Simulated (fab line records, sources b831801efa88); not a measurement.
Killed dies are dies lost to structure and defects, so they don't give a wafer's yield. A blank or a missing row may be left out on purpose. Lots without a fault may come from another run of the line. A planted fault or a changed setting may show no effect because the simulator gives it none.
fab line records | flow sky130
record lots=12 wafers=36 last_day=50
route steps=708 shown LOCAL_INTERCONNECT@401 CONTACT@406 PAD_OPEN@708
lots that met no fault: from a run of the same line without faults
start_h: hours from the record's first day to the start of the lot's first wafer shown | wait_h: hours since the lot's step before | " the same as in the row above | L1.1+2: a row that stands for several wafers | - no value, or no start given | * or withheld: withheld | < > ~ a bound
route shown NAME@n: a module of which the file shows steps, and the number in the route of the first | usual: mean/standard deviation of fault-free wafers | same: alike in all rows | chamber/n: place in a boat | sites: the reading at each site | _std_site: their standard deviation | _edge_site: outer sites' mean less inner sites' | radius_mm: how far each site lies from the wafer's centre | mask NAME#n: copy n | behind: the tool/chamber that last shaped the wafer | hold: why the lot was held/for how many hours/how that ended | device: the transistor (n, p or np) that didn't switch | end of line: the same wafers' tests at the end of the route | a step without rows: its recipe alone | killed: dies lost to structure and defects at the first sort, not the wafer's yield | map: a wafer's dies, x killed, . not, _ none there
set.NAME: the setting as run; set.NAME@STEP: as run at that earlier step | model.NAME: the simulator's own value behind a step, which no gauge read
steps of the route over a sample of lots; a table a step, a row a wafer
services: from which hour (start_h, from the record's first day; less than 0 if before it) a tool's chamber was out of use, for how many hours, and why
## steps
# step SKY_LOCAL_INTERCONNECT_METAL_ETCH_14
# recipe target_depth_nm=110 stop_on=PSG chemistry=Cl2/BCl3 target=TiN resist_sidewall_deg=88 pressure_mtorr=10 icp_w=900 bias_w=48.5 Cl2_flow_sccm=60 bcl3_flow_sccm=30 time_s=31.4
# usual drypump_motor_current_A=5.8/0.36 oes_product_au=0.942/0.0075 throttle_valve_pct=21.901/0.0093
# columns lot.wafer tool chamber start_h wait_h drypump_motor_current_A oes_product_au rf_hours_counter_h throttle_valve_pct
L576.2 rie_metal-04 0 711.74 0.0 5.7 0.935 9 21.914
L576.3 " 0 " " 5.7 0.936 - 21.887
L576.5 " 0 " " 5.7 0.950 - 21.894
L579.1 rie_metal-04 0 730.07 0.0 5.7 0.939 10 21.891
L579.2 " 1 " " 6.4 0.934 14 21.907
L579.3 " 0 " " 5.7 0.936 - 21.912
L580.3 rie_metal-01 0 742.48 0.0 5.5 0.931 - 21.910
L580.4 " 1 " " 6.0 0.932 - 21.912
L580.5 " 0 " " 5.5 0.943 - 21.898
L583.2 rie_metal-04 0 772.95 0.1 5.7 0.950 - 21.892
L583.3 " 0 " " 5.7 0.945 - 21.907
L583.4 " 0 " " 5.7 0.948 - 21.899
L584.1 rie_metal-04 0 783.65 0.1 5.7 0.939 13 21.898
L584.4 " 0 " " 5.7 0.932 - 21.899
L584.5 " 0 " " 5.7 0.949 - 21.890
L586.1 rie_metal-02 1 795.07 0.0 5.6 0.927 7 21.906
L586.2 " 0 " " 5.3 0.942 1 21.908
L586.4 " 0 " " 5.3 0.935 - 21.910
L587.2 rie_metal-02 1 801.32 0.0 5.7 0.934 7 21.889
L587.3 " 0 " " 5.3 0.945 - 21.903
L587.6 " 1 " " 5.6 0.936 - 21.918
L588.1 rie_metal-01 1 810.72 0.0 6.0 0.936 15 21.914
L588.3 " 1 " " 6.0 0.945 - 21.906
L588.6 " 1 " " 6.0 0.950 - 21.900
L590.1 rie_metal-02 1 819.34 0.0 5.6 0.943 8 21.898
L590.5 " 0 " " 5.3 0.948 - 21.899
L590.6 " 1 " " 5.6 0.942 - 21.910
L596.1 rie_metal-04 0 862.28 0.0 5.7 0.942 16 21.896
L596.2 " 1 " " 6.4 0.950 3 21.904
L596.6 " 0 " " 5.7 0.951 - 21.892
L597.1 rie_metal-02 0 866.84 0.0 5.3 0.934 4 21.905
L597.4 " 1 " " 5.6 0.930 - 21.913
L597.6 " 0 " " 5.3 0.933 - 21.902
L598.2 rie_metal-01 1 870.86 0.0 6.0 0.933 1 21.899
L598.5 " 0 " " 5.5 0.930 - 21.906
L598.6 " 1 " " 6.0 0.928 - 21.906
# step SKY_LOCAL_INTERCONNECT_STRIP_15
# recipe chemistry=O2/N2 power_w=1400 pressure_mtorr=1500 platen_temp_c=withheld o2_flow_sccm=3000 n2_flow_sccm=300 overash_fraction=0.5
# usual chamber_pressure_mTorr=1500.2/1.4 drypump_motor_current_A=5.7/0.35 oes_product_au=0.424/0.0045 strip_time_to_endpoint_s=4.652/0.021
# columns lot.wafer tool chamber start_h wait_h chamber_pressure_mTorr drypump_motor_current_A oes_product_au rf_hours_counter_h strip_time_to_endpoint_s
L576.2 plasma_asher-03 0 711.79 0.0 1498.2 6.4 0.427 90 4.654
L576.3 " 1 " " 1500.1 5.3 0.423 - 4.653
L576.5 " 0 " " 1500.3 6.4 0.424 - 4.656
L579.1 plasma_asher-02 0 730.13 0.0 1500.5 5.4 0.426 52 4.676
L579.2 " 1 " " 1498.1 5.7 0.430 52 4.673
L579.3 " 0 " " 1501.6 5.4 0.418 - 4.691
L580.3 plasma_asher-01 0 742.54 0.1 1499.9 5.7 0.422 - 4.616
L580.4 " 1 " " 1501.2 6.0 0.427 - 4.619
L580.5 " 0 " " 1501.5 5.7 0.422 - 4.640
L583.2 plasma_asher-03 1 773.04 0.1 1500.8 5.3 0.420 97 4.673
L583.3 " 0 " " 1499.2 6.5 0.421 - 4.666
L583.4 " 1 " " 1498.0 5.3 0.427 - 4.660
L584.1 plasma_asher-02 1 783.76 0.1 1501.9 5.6 0.428 55 4.654
L584.4 " 1 " " 1503.5 5.7 0.429 - 4.680
L584.5 " 0 " " 1500.7 5.4 0.412 - 4.663
L586.1 plasma_asher-01 0 795.13 0.0 1500.4 5.8 0.426 41 4.642
L586.2 " 1 " " 1501.6 5.9 0.428 41 4.634
L586.4 " 1 " " 1499.9 5.9 0.429 - 4.647
L587.2 plasma_asher-02 1 801.37 0.0 - - - - -
L587.3 " 0 " " - - - - -
L587.6 " 1 " " - - - - -
L588.1 plasma_asher-03 1 810.78 0.0 - - - - -
L588.3 " 1 " " - - - - -
L588.6 " 0 " " - - - - -
L590.1 plasma_asher-03 1 819.39 0.0 1498.2 5.3 0.433 102 4.641
L590.5 " 0 " " 1500.5 6.4 0.422 - 4.654
L590.6 " 1 " " 1501.1 5.3 0.420 - 4.655
L596.1 plasma_asher-02 0 862.33 0.0 1498.5 5.4 0.418 63 4.657
L596.2 " 1 " " 1499.0 5.7 0.424 63 4.641
L596.6 " 1 " " 1500.5 5.6 0.426 - 4.668
L597.1 plasma_asher-03 0 866.89 0.0 1499.2 6.4 0.426 107 4.615
L597.4 " 1 " " 1502.6 5.3 0.422 - 4.635
L597.6 " 1 " " 1499.4 5.3 0.426 - 4.589
L598.2 plasma_asher-02 1 870.91 0.0 1500.7 5.6 0.421 64 4.627
L598.5 " 1 " " 1499.6 5.7 0.423 - 4.628
L598.6 " 0 " " 1501.8 5.4 0.422 - 4.627
# step SKY_CONTACT_CVD_00
# recipe material=Si3N4 target_thk_nm=75 temp_c=400 time_s=withheld rf_w=450
# usual heater_power_w=765/140
# columns lot.wafer tool chamber start_h wait_h heater_power_w
L576.2 pecvd-03 2 712.38 0.0 713
L576.3 " 0 " " 771
L576.5 " 2 " " 712
L579.1 pecvd-03 2 730.72 0.0 709
L579.2 " 0 " " 727
L579.3 " 1 " " 692
L580.3 pecvd-03 1 743.11 0.0 723
L580.4 " 2 " " 706
L580.5 " 0 " " 740
L583.2 pecvd-03 1 773.65 0.0 802
L583.3 " 2 " " 714
L583.4 " 1 " " 810
L584.1 pecvd-03 0 784.35 0.0 710
L584.4 " 0 " " 735
L584.5 " 2 " " 627
L586.1 pecvd-02 0 795.72 0.0 576
L586.2 " 2 " " 709
L586.4 " 1 " " 872
L590.1 pecvd-01 0 819.99 0.0 1071
L590.5 " 0 " " 1071
L590.6 " 1 " " 763
L596.1 pecvd-02 2 862.97 0.0 707
L596.2 " 1 " " 854
L596.6 " 0 " " 673
L597.1 pecvd-03 2 867.52 0.0 712
L597.4 " 0 " " 781
L597.6 " 2 " " 718
L598.2 pecvd-02 0 871.55 0.0 591
L598.5 " 1 " " 805
L598.6 " 2 " " 731
# step SKY_CONTACT_CMP_04
# recipe material=SiO2 down_force_psi=4 platen_rpm=60 pad_velocity_m_s=0.94248
# usual edge_zone_pressure_frac=1.000/0.0048 motor_current_A=12.5/0.92 retaining_ring_pressure_frac=1.000/0.0049 time_to_endpoint_s=84/3.3
# columns lot.wafer tool chamber start_h wait_h edge_zone_pressure_frac motor_current_A retaining_ring_pressure_frac time_to_endpoint_s
L576.3 cmp-01 0 712.61 0.0 1.000 13.7 1.002 86
L576.2 " 2 " " 1.008 12.1 1.003 84
L576.5 " 1 " " 0.987 12.9 0.992 79
L579.1 cmp-02 3 730.94 0.1 1.003 13.4 0.999 90
L579.2 " 0 " " 1.002 12.4 0.997 88
L579.3 " 2 " " 1.005 11.5 0.998 88
L580.3 cmp-02 2 743.43 0.1 1.010 12.7 1.007 86
L580.4 " 3 " " 1.006 14.4 1.005 87
L580.5 " 1 " " 0.998 10.7 1.003 83
L583.3 cmp-02 0 773.92 0.1 1.005 13.0 0.999 80
L583.2 " 1 " " 1.004 11.1 0.999 83
L583.4 " 2 " " 1.002 11.9 1.003 89
L584.4 cmp-01 3 784.57 0.0 1.002 12.4 1.000 82
L584.1 " 2 " " 1.003 12.9 1.003 85
L584.5 " 3 " " 1.004 12.7 0.998 84
L586.2 cmp-01 0 795.94 0.0 0.994 13.7 1.004 87
L586.1 " 1 " " 0.994 12.7 1.005 79
L586.4 " 3 " " 1.002 12.3 0.999 82
L590.1 cmp-01 3 820.36 0.2 1.010 12.0 1.003 86
L590.6 " 0 " " 0.987 14.2 0.993 85
L590.5 " 1 " " 1.000 13.2 1.000 84
L596.1 cmp-02 2 863.89 0.7 0.994 12.0 1.006 86
L596.2 " 0 " " 0.998 12.0 1.006 86
L596.6 " 1 " " 0.998 11.5 1.007 86
L597.4 cmp-01 3 867.80 0.1 1.005 12.5 0.995 85
L597.1 " 0 " " 0.997 14.1 0.990 84
L597.6 " 2 " " 1.002 12.0 1.000 83
L598.2 cmp-01 3 871.87 0.1 0.994 12.1 0.994 84
L598.6 " 1 " " 0.998 12.6 0.999 84
L598.5 " 2 " " 0.998 11.9 0.997 85
# step SKY_PAD_OPEN_PROBE_99
# usual killed_at_M0_to_M3=43/6.5 killed_at_M4_up=3.2/1.8 killed_at_contacts=24/5 killed_at_front_end=15/4.1 killed_at_other=0.3/0.54 killed_dies=85/9.3 killed_on_rim=16/4.1 killed_open=47/7.2 killed_short=39/5.9
# same gross_dies=492 killed_at_back_side=0
# columns lot.wafer tool chamber start_h wait_h hold killed_at_M0_to_M3 killed_at_M4_up killed_at_contacts killed_at_front_end killed_at_other killed_dies killed_on_rim killed_open killed_short
L576.2 prober-01 - 1083.61 0.1 - 38 2 31 11 0 82 17 43 38
L576.3 prober-01 - 1083.66 0.2 - 49 2 29 11 0 91 19 52 38
L576.5 prober-01 - 1083.76 0.2 - 46 5 22 17 0 90 7 54 36
L579.1 prober-02 - 1091.96 0.1 - 41 3 34 17 0 95 16 45 48
L579.2 prober-02 - 1092.01 0.1 - 41 3 30 13 0 87 17 56 31
L579.3 prober-02 - 1092.06 0.2 - 44 5 20 15 0 84 16 43 41
L580.3 prober-01 - 1104.28 0.2 - 48 5 28 15 0 96 20 48 48
L580.4 prober-01 - 1104.33 0.2 - 45 3 26 24 2 100 30 48 50
L580.5 prober-01 - 1104.38 0.2 - 39 9 22 13 0 83 13 49 32
L583.2 prober-02 - 1126.20 0.1 - 34 7 32 19 2 94 14 45 47
L583.3 prober-02 - 1126.25 0.2 - 44 6 25 15 0 90 15 50 39
L583.4 prober-02 - 1126.30 0.2 - 35 6 31 12 2 86 18 47 37
L584.1 prober-01 - 1134.20 0.1 - 43 2 23 13 0 81 16 53 28
L584.4 prober-01 - 1134.35 0.2 - 41 4 25 21 0 91 18 48 42
L584.5 prober-01 - 1134.40 0.2 - 54 5 26 15 0 100 19 52 47
L586.1 prober-02 - 1141.86 0.1 - 40 5 29 9 1 84 9 46 38
L586.2 prober-02 - 1141.91 0.1 - 36 4 24 18 0 82 15 44 38
L586.4 prober-02 - 1142.01 0.2 - 44 1 26 13 0 84 20 47 37
L587.2 prober-02 - 1146.75 0.1 await_dispo/2.6h/scrap 52 1 423 16 0 492 96 55 43
L587.3 prober-02 - 1146.80 0.2 await_dispo/2.6h/scrap 33 4 441 14 0 492 96 39 27
L587.6 prober-02 - 1146.95 0.2 await_dispo/2.6h/scrap 50 3 422 17 0 492 96 47 45
L588.1 prober-01 - 1152.46 0.1 await_dispo/1.8h/scrap 51 3 416 21 1 492 96 49 51
L588.3 prober-01 - 1152.56 0.2 await_dispo/1.8h/scrap 34 5 438 14 1 492 96 45 30
L588.6 prober-01 - 1152.71 0.2 await_dispo/1.8h/scrap 45 2 426 19 0 492 96 60 33
L590.1 prober-02 - 1157.61 0.1 - 38 2 22 16 1 79 11 39 40
L590.5 prober-02 - 1157.81 0.2 - 47 3 23 15 0 88 18 47 41
L590.6 prober-02 - 1157.86 0.2 - 49 3 26 18 0 96 21 54 42
L596.1 prober-01 - 1186.38 0.1 - 37 2 27 20 0 86 21 52 34
L596.2 prober-01 - 1186.43 0.1 - 35 6 26 23 0 90 16 48 42
L596.6 prober-01 - 1186.63 0.2 - 47 4 22 19 1 93 18 56 37
L597.1 prober-02 - 1189.29 0.1 - 39 2 27 15 1 84 18 44 39
L597.4 prober-02 - 1189.44 0.2 - 43 1 17 21 1 83 16 44 39
L597.6 prober-02 - 1189.54 0.2 - 52 4 16 16 0 88 18 41 47
L598.2 prober-02 - 1191.72 0.1 - 41 2 25 12 1 81 15 44 36
L598.5 prober-02 - 1191.87 0.2 - 46 2 25 17 0 90 12 46 44
L598.6 prober-02 - 1191.92 0.2 - 46 4 21 11 0 82 19 42 40
# killed by level:class
L576.2 CONTACT:geometric_particle:open=11 VIA1:geometric_particle:open=9 LI_CONTACT:geometric_particle:open=8 METAL2:geometric_particle:short=7 VIA2:geometric_particle:open=5 LI_CONTACT:geometric_particle:short=4 LOCAL_INTERCONNECT:geometric_particle:short=4 CONTACT:geometric_particle:short=4
L576.3 VIA1:geometric_particle:open=15 CONTACT:geometric_particle:open=14 VIA2:geometric_particle:open=7 VIA3:geometric_particle:open=6 LOCAL_INTERCONNECT:geometric_particle:short=5 CONTACT:geometric_particle:short=5 VIA1:geometric_particle:short=4 METAL2:geometric_particle:short=4
L576.5 VIA1:geometric_particle:open=11 VIA2:geometric_particle:open=11 CONTACT:geometric_particle:open=6 FIELD_ISO:geometric_particle:open=5 FIELD_ISO:geometric_particle:short=5 LI_CONTACT:geometric_particle:open=5 CONTACT:geometric_particle:short=5 VIA1:geometric_particle:short=5
L579.1 CONTACT:geometric_particle:open=16 VIA1:geometric_particle:open=10 LI_CONTACT:geometric_particle:open=6 CONTACT:geometric_particle:short=6 METAL1:geometric_particle:short=6 FIELD_ISO:geometric_particle:short=5 LOCAL_INTERCONNECT:geometric_particle:short=5 METAL2:geometric_particle:short=5
L579.2 CONTACT:geometric_particle:open=14 VIA1:geometric_particle:open=10 VIA2:geometric_particle:open=9 LI_CONTACT:geometric_particle:open=7 VIA3:geometric_particle:open=6 POLY_GATE:geometric_particle:open=5 LOCAL_INTERCONNECT:geometric_particle:short=4 METAL2:geometric_particle:short=4
L579.3 CONTACT:geometric_particle:open=8 VIA1:geometric_particle:short=8 VIA2:geometric_particle:open=7 METAL1:geometric_particle:short=6 VIA1:geometric_particle:open=6 LI_CONTACT:geometric_particle:open=5 VIA3:geometric_particle:open=5 FIELD_ISO:geometric_particle:open=4
L580.3 VIA1:geometric_particle:open=10 METAL1:geometric_particle:short=9 CONTACT:geometric_particle:open=8 LI_CONTACT:geometric_particle:open=8 VIA3:geometric_particle:short=6 CONTACT:geometric_particle:short=5 FIELD_ISO:geometric_particle:short=4 LI_CONTACT:geometric_particle:short=4
L580.4 CONTACT:geometric_particle:open=11 VIA1:geometric_particle:open=10 METAL2:geometric_particle:short=8 METAL1:geometric_particle:short=7 FIELD_ISO:geometric_particle:short=6 CONTACT:geometric_particle:short=6 POLY_GATE:geometric_particle:short=5 LI_CONTACT:geometric_particle:open=5
L580.5 VIA1:geometric_particle:open=8 VIA2:geometric_particle:open=8 LI_CONTACT:geometric_particle:open=6 LOCAL_INTERCONNECT:geometric_particle:short=5 CONTACT:geometric_particle:open=5 METAL2:geometric_particle:short=5 VIA3:geometric_particle:open=5 METAL4:geometric_particle:short=5
L583.2 CONTACT:geometric_particle:open=12 LI_CONTACT:geometric_particle:open=7 METAL4:geometric_particle:short=6 METAL2:geometric_particle:short=6 POLY_GATE:geometric_particle:open=5 CONTACT:geometric_particle:short=5 VIA3:geometric_particle:open=5 FIELD_ISO:geometric_particle:short=4
L583.3 VIA1:geometric_particle:open=13 CONTACT:geometric_particle:open=9 VIA1:geometric_particle:short=9 LI_CONTACT:geometric_particle:open=8 VIA3:geometric_particle:open=6 FIELD_ISO:geometric_particle:open=5 FIELD_ISO:geometric_particle:short=5 POLY_GATE:geometric_particle:open=4
L583.4 VIA1:geometric_particle:open=12 CONTACT:geometric_particle:open=10 LI_CONTACT:geometric_particle:open=7 CONTACT:geometric_particle:short=7 VIA2:geometric_particle:short=5 FIELD_ISO:geometric_particle:open=3 LI_CONTACT:geometric_particle:short=3 METAL2:geometric_particle:short=3
L584.1 CONTACT:geometric_particle:open=11 VIA1:geometric_particle:open=10 VIA2:geometric_particle:open=7 VIA3:geometric_particle:open=7 FIELD_ISO:geometric_particle:open=6 LI_CONTACT:geometric_particle:open=5 METAL1:geometric_particle:short=5 FIELD_ISO:geometric_particle:short=3
L584.4 VIA1:geometric_particle:open=8 CONTACT:geometric_particle:short=7 CONTACT:geometric_particle:open=6 VIA2:geometric_particle:open=6 FIELD_ISO:geometric_particle:open=5 METAL1:geometric_particle:short=5 VIA1:geometric_particle:short=5 METAL2:geometric_particle:short=5
L584.5 VIA1:geometric_particle:open=16 VIA3:geometric_particle:open=12 CONTACT:geometric_particle:open=9 CONTACT:geometric_particle:short=7 SPACER:geometric_particle:short=6 METAL2:geometric_particle:short=6 VIA1:geometric_particle:short=5 VIA2:geometric_particle:open=5
L586.1 VIA1:geometric_particle:short=9 LI_CONTACT:geometric_particle:open=9 VIA3:geometric_particle:open=9 CONTACT:geometric_particle:open=8 CONTACT:geometric_particle:short=6 VIA1:geometric_particle:open=6 LOCAL_INTERCONNECT:geometric_particle:short=5 METAL1:geometric_particle:short=5
L586.2 VIA1:geometric_particle:open=10 LI_CONTACT:geometric_particle:open=7 CONTACT:geometric_particle:open=7 FIELD_ISO:geometric_particle:open=5 VIA3:geometric_particle:short=5 POLY_GATE:geometric_particle:open=4 LI_CONTACT:geometric_particle:short=4 CONTACT:geometric_particle:short=4
L586.4 CONTACT:geometric_particle:open=13 VIA1:geometric_particle:open=11 VIA1:geometric_particle:short=7 VIA3:geometric_particle:open=7 LI_CONTACT:geometric_particle:open=6 METAL2:geometric_particle:short=5 POLY_GATE:geometric_particle:short=4 METAL1:geometric_particle:short=4
L587.2 CONTACT:area_cvd=394 VIA1:geometric_particle:open=17 CONTACT:geometric_particle:open=13 VIA2:geometric_particle:open=7 FIELD_ISO:geometric_particle:short=5 CONTACT:geometric_particle:short=5 VIA2:geometric_particle:short=5 LI_CONTACT:geometric_particle:open=4
L587.3 CONTACT:area_cvd=426 VIA1:geometric_particle:open=10 FIELD_ISO:geometric_particle:short=6 LI_CONTACT:geometric_particle:open=6 CONTACT:geometric_particle:open=5 METAL2:geometric_particle:short=5 VIA3:geometric_particle:open=5 POLY_GATE:geometric_particle:open=4
L587.6 CONTACT:area_cvd=400 VIA1:geometric_particle:open=13 CONTACT:geometric_particle:open=8 METAL1:geometric_particle:short=7 VIA2:geometric_particle:open=7 FIELD_ISO:geometric_particle:short=6 LOCAL_INTERCONNECT:geometric_particle:short=5 FIELD_ISO:geometric_particle:open=4
L588.1 CONTACT:area_cvd=392 VIA1:geometric_particle:open=11 FIELD_ISO:geometric_particle:short=8 CONTACT:geometric_particle:open=8 VIA3:geometric_particle:open=7 LOCAL_INTERCONNECT:geometric_particle:short=6 VIA1:geometric_particle:short=6 METAL1:geometric_particle:short=5
L588.3 CONTACT:area_cvd=416 CONTACT:geometric_particle:open=9 VIA1:geometric_particle:open=7 LI_CONTACT:geometric_particle:open=6 FIELD_ISO:geometric_particle:open=5 VIA1:geometric_particle:short=4 METAL1:geometric_particle:short=4 FIELD_ISO:geometric_particle:short=3
L588.6 CONTACT:area_cvd=399 VIA1:geometric_particle:open=14 CONTACT:geometric_particle:open=11 VIA3:geometric_particle:open=9 VIA2:geometric_particle:open=6 FIELD_ISO:geometric_particle:open=5 POLY_GATE:geometric_particle:short=5 LI_CONTACT:geometric_particle:open=5
L590.1 CONTACT:geometric_particle:open=8 METAL1:geometric_particle:short=7 VIA1:geometric_particle:open=7 LI_CONTACT:geometric_particle:open=6 LOCAL_INTERCONNECT:geometric_particle:short=6 VIA3:geometric_particle:short=6 FIELD_ISO:geometric_particle:short=5 FIELD_ISO:geometric_particle:open=5
L590.5 VIA1:geometric_particle:open=12 LI_CONTACT:geometric_particle:open=9 METAL1:geometric_particle:short=8 VIA2:geometric_particle:open=6 CONTACT:geometric_particle:open=6 LOCAL_INTERCONNECT:geometric_particle:short=5 METAL2:geometric_particle:short=5 POLY_GATE:geometric_particle:open=4
L590.6 VIA1:geometric_particle:open=11 CONTACT:geometric_particle:open=10 VIA2:geometric_particle:open=8 METAL1:geometric_particle:short=7 VIA3:geometric_particle:open=7 POLY_GATE:geometric_particle:short=6 LI_CONTACT:geometric_particle:open=6 POLY_GATE:geometric_particle:open=5
L596.1 VIA1:geometric_particle:open=13 CONTACT:geometric_particle:open=12 FIELD_ISO:geometric_particle:short=7 VIA2:geometric_particle:open=6 METAL2:geometric_particle:short=6 POLY_GATE:geometric_particle:open=5 LI_CONTACT:geometric_particle:open=4 LOCAL_INTERCONNECT:geometric_particle:short=4
L596.2 VIA1:geometric_particle:open=9 CONTACT:geometric_particle:open=8 CONTACT:geometric_particle:short=8 VIA3:geometric_particle:open=8 POLY_GATE:geometric_particle:open=7 SPACER:geometric_particle:short=5 VIA2:geometric_particle:open=5 POLY_GATE:geometric_particle:short=4
L596.6 VIA1:geometric_particle:open=14 CONTACT:geometric_particle:open=9 POLY_GATE:geometric_particle:open=7 LI_CONTACT:geometric_particle:open=7 METAL1:geometric_particle:short=7 VIA3:geometric_particle:open=6 VIA2:geometric_particle:open=5 METAL2:geometric_particle:short=5
L597.1 VIA1:geometric_particle:open=13 CONTACT:geometric_particle:open=11 LOCAL_INTERCONNECT:geometric_particle:short=7 POLY_GATE:geometric_particle:short=4 CONTACT:geometric_particle:short=4 VIA1:geometric_particle:short=4 METAL2:geometric_particle:short=4 FIELD_ISO:geometric_particle:open=3
L597.4 VIA1:geometric_particle:open=13 CONTACT:geometric_particle:open=9 METAL2:geometric_particle:short=8 POLY_GATE:geometric_particle:open=5 POLY_GATE:geometric_particle:short=5 VIA2:geometric_particle:short=5 VIA2:geometric_particle:open=5 FIELD_ISO:geometric_particle:short=4
L597.6 VIA1:geometric_particle:open=15 METAL2:geometric_particle:short=7 FIELD_ISO:geometric_particle:short=6 VIA1:geometric_particle:short=6 CONTACT:geometric_particle:open=6 METAL1:geometric_particle:short=5 FIELD_ISO:geometric_particle:open=4 VIA3:geometric_particle:short=4
L598.2 VIA1:geometric_particle:open=11 LOCAL_INTERCONNECT:geometric_particle:short=10 CONTACT:geometric_particle:open=7 VIA2:geometric_particle:open=7 VIA1:geometric_particle:short=6 FIELD_ISO:geometric_particle:open=5 VIA3:geometric_particle:open=4 FIELD_ISO:geometric_particle:short=3
L598.5 VIA1:geometric_particle:open=11 VIA2:geometric_particle:open=7 LI_CONTACT:geometric_particle:open=6 METAL2:geometric_particle:short=5 LI_CONTACT:geometric_particle:short=5 CONTACT:geometric_particle:open=5 CONTACT:geometric_particle:short=5 VIA2:geometric_particle:short=5
L598.6 VIA1:geometric_particle:open=11 METAL1:geometric_particle:short=9 LI_CONTACT:geometric_particle:open=6 CONTACT:geometric_particle:open=6 VIA3:geometric_particle:open=6 VIA1:geometric_particle:short=5 CONTACT:geometric_particle:short=5 METAL3:geometric_particle:short=4
## services
# columns tool chamber start_h hours kind
pecvd-03 1 699.02 3.8 repair
rie_metal-02 0 723.02 10.2 repair
cmp-01 - 723.49 4.1 pm
pecvd-03 - 725.87 1.2 repair
plasma_asher-02 - 734.70 1.1 repair
rie_metal-02 1 740.58 22.0 repair
cmp-01 - 745.26 4.0 pm
cmp-01 - 749.26 - consumable_replace:conditioner
cmp-01 - 749.26 - consumable_replace:pad
plasma_asher-02 - 751.07 14.6 pm
pecvd-01 0 754.58 8.2 repair
cmp-02 - 766.65 3.1 repair
rie_metal-04 1 768.00 - clean
rie_metal-04 1 768.00 27.9 scheduled_down
rie_metal-02 0 779.14 9.0 repair
rie_metal-02 - 783.55 1.4 pm
cmp-01 - 787.43 3.0 repair
plasma_asher-02 - 796.57 3.4 repair
pecvd-03 2 796.75 9.9 repair
rie_metal-04 0 799.50 5.3 repair
cmp-02 - 801.57 0.9 repair
rie_metal-02 - 818.43 0.7 repair
pecvd-02 - 846.06 0.6 repair
cmp-01 - 852.17 13.3 pm
## key
first_sign step=SKY_LOCAL_INTERCONNECT_STRIP_15 reading=tool_record direction=missing
effect step=SKY_PAD_OPEN_PROBE_99 reading=killed_at_contacts direction=up sigmas=82 usual=24 struck=428
more_kills_born_at SKY_CONTACT_CVD_00@pecvd-01=2427
met_at SKY_LOCAL_INTERCONNECT_STRIP_15
struck_lots L587,L588
later_rows_left_out L587.2,L587.3,L587.6,L588.1,L588.3,L588.6
tester_left_out L587,L588
not_acting_at SKY_LOCAL_INTERCONNECT_METAL_ETCH_14,SKY_CONTACT_CVD_00,SKY_CONTACT_CMP_04
onset_between 783.76 801.37
fault kind=skipped_step_whole tool=plasma_asher-02,plasma_asher-03 chamber=- onset_h=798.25 steps=SKY_LOCAL_INTERCONNECT_STRIP_15 scope=struck_lots_only
# tester_left_out: of these lots the tester's yield and bins aren't shown, on N5 and GAA mostly nor the transistor test; their killed dies are dies lost to structure and defects alone, not to doping, threshold or leakage, so they don't give the yield
# later_rows_left_out: the simulator's readings of these wafers behind a module that went badly wrong aren't trusted and aren't shown, but for the sort
